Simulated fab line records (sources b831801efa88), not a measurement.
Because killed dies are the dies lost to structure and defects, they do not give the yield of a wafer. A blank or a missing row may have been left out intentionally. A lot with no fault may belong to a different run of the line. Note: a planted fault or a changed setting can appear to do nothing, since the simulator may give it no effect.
fab line records	flow sky130
[record] lots = 11	wafers = 33	lastDay = 50
route steps=708 shown POLY_CUT@316 RES_XHIGH@341 CONTACT@431 METAL2@485 PAD_OPEN@708
lots with no fault: from the same line, run without faults
startH: the number of hours between the record's first day and the start of the first shown wafer of the lot	waitH: hours from the lot's prior step to this one	" repeats the value in the row above	L1.1+2: a row that stands for several wafers	- either no value or no given start	* or withheld: withheld	< > ~ a bound
route shown NAME@n: names a module that has steps shown in the file, with the first one's number in the route	usual: mean/standard deviation of fault-free wafers	same: alike in all rows	chamber/n: place in a boat	sites: the reading at each site	_std_site: the standard deviation of these	_edge_site: mean of outer sites minus mean of inner sites	radiusMm: how far each site lies from the wafer's centre	mask NAME#n: copy n	behind: the most recent tool/chamber to have shaped the wafer	hold: reason for holding the lot/hours on hold/outcome of the hold	device: which transistor (n, p or np) failed to switch	end of line: the tests these same wafers got at the end of their route	a step with no rows: only its recipe	killed: not the wafer's yield, but the dies lost to structure and defects at the first sort	map: shows each die of a wafer: x if killed, . if not, _ if none is there
set.NAME: the setting the step ran with; set.NAME@STEP: the setting that earlier step ran with	model.NAME: the simulator's own value behind a step, which no gauge read
a sample of lots followed through the steps of the route, with each step as a table and each wafer as a row
services: when a tool's chamber went out of use (startH, in hours from the record's first day, below 0 if earlier), for how many hours, and the reason
[[steps]]
[step SKY_POLY_CUT_OVL_MEAS_09]
[usual] POLY_CUT_OVL = 1/6.1
lot.wafer	tool	chamber	startH	waitH	POLY_CUT_OVL[nm]
L759.2	overlay-02	-	564.54	0.1	0
L759.3	"	-	"	"	-8
L759.6	"	-	"	"	-7
L760.3	overlay-01	-	573.40	0.1	4
L760.4	"	-	"	"	6
L760.5	"	-	"	"	3
L761.1	overlay-02	-	578.49	0.1	2
L761.3	"	-	"	"	5
L761.4	"	-	"	"	2
L764.2	overlay-01	-	604.59	0.1	3
L764.4	"	-	"	"	-1
L764.6	"	-	"	"	-4
L765.4	overlay-02	-	610.41	0.1	1
L765.5	"	-	"	"	13
L765.6	"	-	"	"	4
L766.2	overlay-01	-	619.70	0.1	2
L766.3	"	-	"	"	5
L766.6	"	-	"	"	-1
L768.1	overlay-02	-	638.59	0.1	1
L768.2	"	-	"	"	6
L768.3	"	-	"	"	5
L769.1	overlay-02	-	645.34	0.1	1
L769.2	"	-	"	"	0
L769.4	"	-	"	"	7
L770.2	overlay-02	-	662.30	0.1	-8
L770.5	"	-	"	"	-3
L770.6	"	-	"	"	-9
L780.2	overlay-02	-	733.60	0.1	2
L780.3	"	-	"	"	2
L780.5	"	-	"	"	6
L782.2	overlay-02	-	740.79	0.1	-6
L782.3	"	-	"	"	-11
L782.4	"	-	"	"	-4
[step SKY_RES_XHIGH_TW_MEAS_09]
[usual] RES_XHIGH_TW = 1621/14
lot.wafer	tool	chamber	startH	waitH	RES_XHIGH_TW
L759.2	filmMetro-03	-	624.16	0.1	1616
L759.3	"	-	"	"	1606
L759.6	"	-	"	"	1621
L760.3	filmMetro-03	-	632.09	0.1	1621
L760.4	"	-	"	"	1619
L760.5	"	-	"	"	1615
L761.1	filmMetro-02	-	637.85	0.1	1639
L761.3	"	-	"	"	1638
L761.4	"	-	"	"	1641
L764.2	filmMetro-03	-	662.26	0.1	1612
L764.4	"	-	"	"	1620
L764.6	"	-	"	"	1617
L765.4	filmMetro-01	-	668.40	0.1	1615
L765.5	"	-	"	"	1607
L765.6	"	-	"	"	1603
L766.2	filmMetro-01	-	678.01	0.1	1606
L766.3	"	-	"	"	1611
L766.6	"	-	"	"	1610
L768.1	filmMetro-01	-	694.51	0.1	1614
L768.2	"	-	"	"	1615
L768.3	"	-	"	"	1611
L769.1	filmMetro-01	-	702.17	0.1	1613
L769.2	"	-	"	"	1616
L769.4	"	-	"	"	1617
L770.2	filmMetro-03	-	718.73	0.1	1612
L770.5	"	-	"	"	1613
L770.6	"	-	"	"	1607
L780.2	filmMetro-01	-	788.43	0.1	1618
L780.3	"	-	"	"	1613
L780.5	"	-	"	"	1610
L782.2	filmMetro-02	-	794.91	0.1	1647
L782.3	"	-	"	"	1638
L782.4	"	-	"	"	1642
[step SKY_CONTACT_RS_MEAS_25]
[recipe] thkMeasGauge = four-point-probe	reads = W_of_CONTACT_CVD_24+TiN_of_CONTACT_SPUTTER_23
[usual] CONTACT_W_RS = 0.338/0.0035
lot.wafer	tool	chamber	startH	waitH	CONTACT_W_RS[ohm/sq]
L759.2	filmMetro-02	-	743.32	0.1	0.338
L759.3	"	-	"	"	0.337
L759.6	"	-	"	"	0.344
L760.3	filmMetro-03	-	749.64	0.1	0.336
L760.4	"	-	"	"	0.340
L760.5	"	-	"	"	0.339
L761.1	filmMetro-02	-	754.07	0.1	0.338
L761.3	"	-	"	"	0.334
L761.4	"	-	"	"	0.338
L764.2	filmMetro-03	-	779.85	0.1	0.339
L764.4	"	-	"	"	0.341
L764.6	"	-	"	"	0.335
L765.4	filmMetro-02	-	784.54	0.1	0.338
L765.5	"	-	"	"	0.342
L765.6	"	-	"	"	0.338
L766.2	filmMetro-03	-	792.99	0.1	0.338
L766.3	"	-	"	"	0.343
L766.6	"	-	"	"	0.339
L768.1	filmMetro-02	-	809.90	0.1	0.333
L768.2	"	-	"	"	0.333
L768.3	"	-	"	"	0.338
L769.1	filmMetro-04	-	816.69	0.1	0.339
L769.2	"	-	"	"	0.337
L769.4	"	-	"	"	0.340
L770.2	filmMetro-03	-	832.59	0.1	0.335
L770.5	"	-	"	"	0.344
L770.6	"	-	"	"	0.342
L780.2	filmMetro-04	-	898.17	0.1	0.349
L780.3	"	-	"	"	0.348
L780.5	"	-	"	"	0.350
L782.2	filmMetro-04	-	905.61	0.1	0.341
L782.3	"	-	"	"	0.342
L782.4	"	-	"	"	0.342
[step SKY_METAL2_SPUTTER_02]
[recipe] material = AlCu	targetThkNm = 250	powerW = 10600	timeS = 13.3	chamberPressurePa = 0.4
[usual] chamberPressurePa = 0.4000/0.00077	throttleValvePct = 30.5/0.87
lot.wafer	tool	chamber	startH	waitH	chamberPressurePa	throttleValvePct
L759.2	pvdSputter-02	-	801.48	0.0	0.4008	30.2
L759.3	"	-	"	"	0.4016	30.1
L759.6	"	-	"	"	0.3985	29.9
L760.3	pvdSputter-03	-	807.79	0.0	0.3992	32.0
L760.4	"	-	"	"	0.3999	29.2
L760.5	"	-	"	"	0.4001	32.2
L761.1	pvdSputter-03	-	811.44	0.0	0.3989	31.9
L761.3	"	-	"	"	0.3998	28.8
L761.4	"	-	"	"	0.4005	30.0
L764.2	pvdSputter-02	-	837.12	0.0	0.4010	30.3
L764.4	"	-	"	"	0.4000	31.1
L764.6	"	-	"	"	0.4000	30.6
L765.4	pvdSputter-03	-	841.73	0.0	0.3995	31.9
L765.5	"	-	"	"	0.3989	32.0
L765.6	"	-	"	"	0.3999	30.2
L766.2	pvdSputter-03	-	849.99	0.0	0.3996	30.2
L766.3	"	-	"	"	0.3997	29.0
L766.6	"	-	"	"	0.3990	30.1
L768.1	pvdSputter-02	-	865.45	0.0	0.3990	30.1
L768.2	"	-	"	"	0.3981	30.3
L768.3	"	-	"	"	0.3987	30.4
L769.1	pvdSputter-03	-	872.34	0.0	0.4003	31.9
L769.2	"	-	"	"	0.4004	29.1
L769.4	"	-	"	"	0.4003	30.4
L770.2	pvdSputter-02	-	888.69	0.0	0.3999	30.3
L770.5	"	-	"	"	0.4001	30.8
L770.6	"	-	"	"	0.4008	30.5
L780.2	pvdSputter-02	-	951.12	0.0	0.3251	34.6
L780.3	"	-	"	"	0.3245	33.8
L780.5	"	-	"	"	0.3258	34.5
L782.2	pvdSputter-02	-	958.83	0.0	0.3243	33.8
L782.3	"	-	"	"	0.3239	33.6
L782.4	"	-	"	"	0.3248	33.7
[step SKY_METAL2_RS_MEAS_05]
[recipe] thkMeasGauge = four-point-probe	reads = TiN_of_METAL2_SPUTTER_04+Ti_of_METAL2_SPUTTER_03+AlCu_of_METAL2_SPUTTER_02+TiN_of_METAL2_SPUTTER_01+Ti_of_METAL2_SPUTTER_00
[usual] METAL2_ALCU_RS = 0.1271/0.0014
lot.wafer	tool	chamber	startH	waitH	METAL2_ALCU_RS[ohm/sq]
L759.2	filmMetro-03	-	801.59	0.0	0.1266
L759.3	"	-	"	"	0.1255
L759.6	"	-	"	"	0.1269
L760.3	filmMetro-01	-	807.92	0.1	0.1306
L760.4	"	-	"	"	0.1300
L760.5	"	-	"	"	0.1307
L761.1	filmMetro-01	-	811.53	0.0	0.1276
L761.3	"	-	"	"	0.1274
L761.4	"	-	"	"	0.1277
L764.2	filmMetro-04	-	837.23	0.0	0.1261
L764.4	"	-	"	"	0.1268
L764.6	"	-	"	"	0.1272
L765.4	filmMetro-04	-	841.88	0.1	0.1294
L765.5	"	-	"	"	0.1289
L765.6	"	-	"	"	0.1297
L766.2	filmMetro-01	-	850.10	0.0	0.1275
L766.3	"	-	"	"	0.1279
L766.6	"	-	"	"	0.1290
L768.1	filmMetro-01	-	865.54	0.0	0.1267
L768.2	"	-	"	"	0.1272
L768.3	"	-	"	"	0.1254
L769.1	filmMetro-04	-	872.43	0.0	0.1288
L769.2	"	-	"	"	0.1289
L769.4	"	-	"	"	0.1285
L770.2	filmMetro-01	-	888.80	0.0	0.1281
L770.5	"	-	"	"	0.1276
L770.6	"	-	"	"	0.1279
L780.2	filmMetro-01	-	951.23	0.0	0.1207
L780.3	"	-	"	"	0.1193
L780.5	"	-	"	"	0.1200
L782.2	filmMetro-04	-	958.94	0.0	0.1213
L782.3	"	-	"	"	0.1204
L782.4	"	-	"	"	0.1209
[step SKY_METAL2_THK_MEAS_06]
[recipe] thkMeasGauge = xrf	reads = AlCu_of_METAL2_SPUTTER_02
[usual] METAL2_ALCU_THK = 251/3
lot.wafer	tool	chamber	startH	waitH	METAL2_ALCU_THK[nm]
L759.2	filmMetro-03	-	801.70	0.1	253
L759.3	"	-	"	"	253
L759.6	"	-	"	"	251
L760.3	filmMetro-01	-	808.02	0.1	245
L760.4	"	-	"	"	249
L760.5	"	-	"	"	246
L761.1	filmMetro-01	-	811.65	0.1	251
L761.3	"	-	"	"	252
L761.4	"	-	"	"	254
L764.2	filmMetro-04	-	837.34	0.1	250
L764.4	"	-	"	"	248
L764.6	"	-	"	"	249
L765.4	filmMetro-04	-	841.97	0.1	247
L765.5	"	-	"	"	248
L765.6	"	-	"	"	247
L766.2	filmMetro-01	-	850.21	0.1	249
L766.3	"	-	"	"	249
L766.6	"	-	"	"	249
L768.1	filmMetro-01	-	865.66	0.1	254
L768.2	"	-	"	"	252
L768.3	"	-	"	"	254
L769.1	filmMetro-04	-	872.55	0.1	248
L769.2	"	-	"	"	246
L769.4	"	-	"	"	247
L770.2	filmMetro-01	-	888.91	0.1	250
L770.5	"	-	"	"	250
L770.6	"	-	"	"	250
L780.2	filmMetro-01	-	951.34	0.1	263
L780.3	"	-	"	"	263
L780.5	"	-	"	"	264
L782.2	filmMetro-04	-	959.05	0.1	260
L782.3	"	-	"	"	262
L782.4	"	-	"	"	261
[step SKY_PAD_OPEN_PROBE_99]
[usual] defectLimitedYield = 82.4/2	killed_at_M0_to_M3 = 44/6.8	killed_at_M4_up = 3.4/2	killedAtContacts = 24/5.2	killedAtFrontEnd = 15/5.2	killedAtOther = 0.2/0.46	killedDies = 87/9.8	killedOnRim = 17/3.8	killedOpen = 47/7.5	killedShort = 39/6.8	sort_bin_3_pad_short = 0.8/0.37	sort_bin_5_function = 10.5/1.5	sort_bin_6_memory = 6.3/1.2	sortNPass = 405/9.8	sortYieldPct = 82.4/2
[same] grossDies = 492	killedAtBackSide = 0	sort_bin_4_leakage[%] = 0	sort_bin_8_speed[%] = 0
lot.wafer	tool	chamber	startH	waitH	defectLimitedYield[%]	killed_at_M0_to_M3	killed_at_M4_up	killedAtContacts	killedAtFrontEnd	killedAtOther	killedDies	killedOnRim	killedOpen	killedShort	sort_bin_3_pad_short[%]	sort_bin_5_function[%]	sort_bin_6_memory[%]	sortNPass	sortYieldPct[%]
L765.4	prober-02	-	1113.49	0.2	85.8	30	2	27	11	0	70	12	36	34	0.4	8.3	5.5	422	85.8
L765.5	prober-02	-	1113.54	0.2	83.3	39	5	23	15	0	82	15	40	42	0.6	11.2	4.9	410	83.3
L765.6	prober-02	-	1113.59	0.2	81.1	47	8	19	19	0	93	15	52	41	1.6	11.6	5.7	399	81.1
L766.2	prober-01	-	1119.77	0.1	79.7	40	5	31	23	1	100	12	52	48	0.8	12.2	7.3	392	79.7
L766.3	prober-01	-	1119.82	0.2	79.7	48	4	27	21	0	100	26	53	47	0.8	13.4	6.1	392	79.7
L766.6	prober-01	-	1119.97	0.2	81.1	49	1	14	29	0	93	16	58	35	0.4	11.4	7.1	399	81.1
L768.1	prober-01	-	1129.68	0.1	82.5	40	2	28	16	0	86	17	48	38	1.0	10.6	5.9	406	82.5
L768.2	prober-01	-	1129.73	0.1	81.9	53	3	16	17	0	89	21	45	44	1.0	9.6	7.5	403	81.9
L768.3	prober-01	-	1129.78	0.2	83.1	36	6	23	18	0	83	15	40	43	0.6	9.8	6.5	409	83.1
L780.2	prober-01	-	1191.28	0.1	84.6	33	4	24	14	1	76	19	42	34	0.6	6.9	7.9	416	84.6
L780.3	prober-01	-	1191.33	0.2	80.5	48	5	26	17	0	96	15	53	43	0.6	13.0	5.9	396	80.5
L780.5	prober-01	-	1191.43	0.2	80.3	50	0	27	20	0	97	20	64	33	1.0	11.2	7.5	395	80.3
// killed by level:class
L765.4 CONTACT:geometricParticle:open=9 LI_CONTACT:geometricParticle:open=8 FIELD_ISO:geometricParticle:short=7 VIA3:geometricParticle:open=6 VIA2:geometricParticle:short=5 LI_CONTACT:geometricParticle:short=4 LOCAL_INTERCONNECT:geometricParticle:short=4 METAL1:geometricParticle:short=4
L765.5 VIA1:geometricParticle:open=12 CONTACT:geometricParticle:open=8 CONTACT:geometricParticle:short=7 METAL2:geometricParticle:short=7 FIELD_ISO:geometricParticle:short=5 FIELD_ISO:geometricParticle:open=5 LOCAL_INTERCONNECT:geometricParticle:short=4 VIA2:geometricParticle:open=4
L765.6 VIA3:geometricParticle:open=10 CONTACT:geometricParticle:open=9 FIELD_ISO:geometricParticle:short=8 VIA1:geometricParticle:open=8 METAL1:geometricParticle:short=6 FIELD_ISO:geometricParticle:open=5 LI_CONTACT:geometricParticle:open=5 METAL4:geometricParticle:short=5
L766.2 CONTACT:geometricParticle:open=14 VIA1:geometricParticle:open=14 FIELD_ISO:geometricParticle:open=6 LI_CONTACT:geometricParticle:short=6 FIELD_ISO:geometricParticle:short=5 LOCAL_INTERCONNECT:geometricParticle:short=5 VIA1:geometricParticle:short=5 LI_CONTACT:geometricParticle:open=4
L766.3 CONTACT:geometricParticle:open=11 VIA3:geometricParticle:short=9 LI_CONTACT:geometricParticle:open=8 VIA3:geometricParticle:open=8 METAL2:geometricParticle:short=7 FIELD_ISO:geometricParticle:short=6 VIA1:geometricParticle:open=6 FIELD_ISO:geometricParticle:open=5
L766.6 VIA1:geometricParticle:open=15 VIA3:geometricParticle:open=9 FIELD_ISO:geometricParticle:open=7 LI_CONTACT:geometricParticle:open=6 METAL2:geometricParticle:short=5 VIA3:geometricParticle:short=5 FIELD_ISO:geometricParticle:short=4 POLY_GATE:geometricParticle:open=4
L768.1 VIA1:geometricParticle:open=9 CONTACT:geometricParticle:open=8 METAL2:geometricParticle:short=8 LI_CONTACT:geometricParticle:open=8 FIELD_ISO:geometricParticle:short=5 FIELD_ISO:geometricParticle:open=5 LOCAL_INTERCONNECT:geometricParticle:short=5 VIA2:geometricParticle:open=5
L768.2 VIA1:geometricParticle:open=13 VIA3:geometricParticle:open=8 METAL2:geometricParticle:short=7 LOCAL_INTERCONNECT:geometricParticle:short=7 POLY_GATE:geometricParticle:open=6 VIA2:geometricParticle:open=5 POLY_GATE:geometricParticle:short=4 CONTACT:geometricParticle:open=4
L768.3 CONTACT:geometricParticle:open=9 FIELD_ISO:geometricParticle:short=7 VIA1:geometricParticle:short=6 VIA3:geometricParticle:open=6 VIA1:geometricParticle:open=6 FIELD_ISO:geometricParticle:open=5 LOCAL_INTERCONNECT:geometricParticle:short=4 CONTACT:geometricParticle:short=4
L780.2 VIA1:geometricParticle:open=10 CONTACT:geometricParticle:open=8 LI_CONTACT:geometricParticle:open=5 VIA3:geometricParticle:open=5 VIA3:geometricParticle:short=5 LOCAL_INTERCONNECT:geometricParticle:short=4 CONTACT:geometricParticle:short=4 VIA2:geometricParticle:open=4
L780.3 VIA2:geometricParticle:open=10 LI_CONTACT:geometricParticle:open=8 VIA1:geometricParticle:open=8 METAL1:geometricParticle:short=7 VIA3:geometricParticle:open=6 CONTACT:geometricParticle:short=6 CONTACT:geometricParticle:open=5 METAL2:geometricParticle:short=5
L780.5 VIA1:geometricParticle:open=20 LI_CONTACT:geometricParticle:open=8 VIA2:geometricParticle:open=8 POLY_GATE:geometricParticle:open=7 CONTACT:geometricParticle:open=6 LOCAL_INTERCONNECT:geometricParticle:short=6 POLY_GATE:geometricParticle:short=5 METAL2:geometricParticle:short=5
[[services]]
tool	chamber	startH	hours	kind
pvdSputter-02	-	871.06	7.5	repair
pvdSputter-03	3	910.32	-	consumableReplace:kit
pvdSputter-03	3	910.32	18.0	scheduledDown
pvdSputter-03	3	910.32	18.0	ventCycle
pvdSputter-02	-	934.72	4.6	repair
pvdSputter-03	-	938.87	11.2	repair
pvdSputter-02	3	953.85	-	consumableReplace:kit
pvdSputter-02	3	953.85	18.0	scheduledDown
pvdSputter-02	3	953.85	18.0	ventCycle
[[key]]
[firstSign] step = SKY_METAL2_SPUTTER_02	reading = chamberPressurePa	direction = down	sigmas = 98	usual = 0.4000	struck = 0.3248
[effect] step = SKY_METAL2_SPUTTER_02	reading = throttleValvePct	direction = up	sigmas = 4	usual = 30.5	struck = 34.0
[effect] step = SKY_METAL2_RS_MEAS_05	reading = METAL2_ALCU_RS	direction = down	sigmas = 4.8	usual = 0.1271	struck = 0.1204
[effect] step = SKY_METAL2_THK_MEAS_06	reading = METAL2_ALCU_THK	direction = up	sigmas = 3.6	usual = 251	struck = 262
metAt SKY_METAL2_SPUTTER_02
struckLots L780,L782
notActingAt SKY_POLY_CUT_OVL_MEAS_09,SKY_RES_XHIGH_TW_MEAS_09,SKY_CONTACT_RS_MEAS_25
onsetBetween 888.69 951.12
[fault] kind = processParameterDrift	tool = pvdSputter-02	chamber = -	onsetH = 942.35	steps = SKY_METAL2_SPUTTER_02	channel = chamberPressurePa	offset = -0.075134	shape = step	endH = 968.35	actsIn = theseRecipesOnly	stated = 0.4
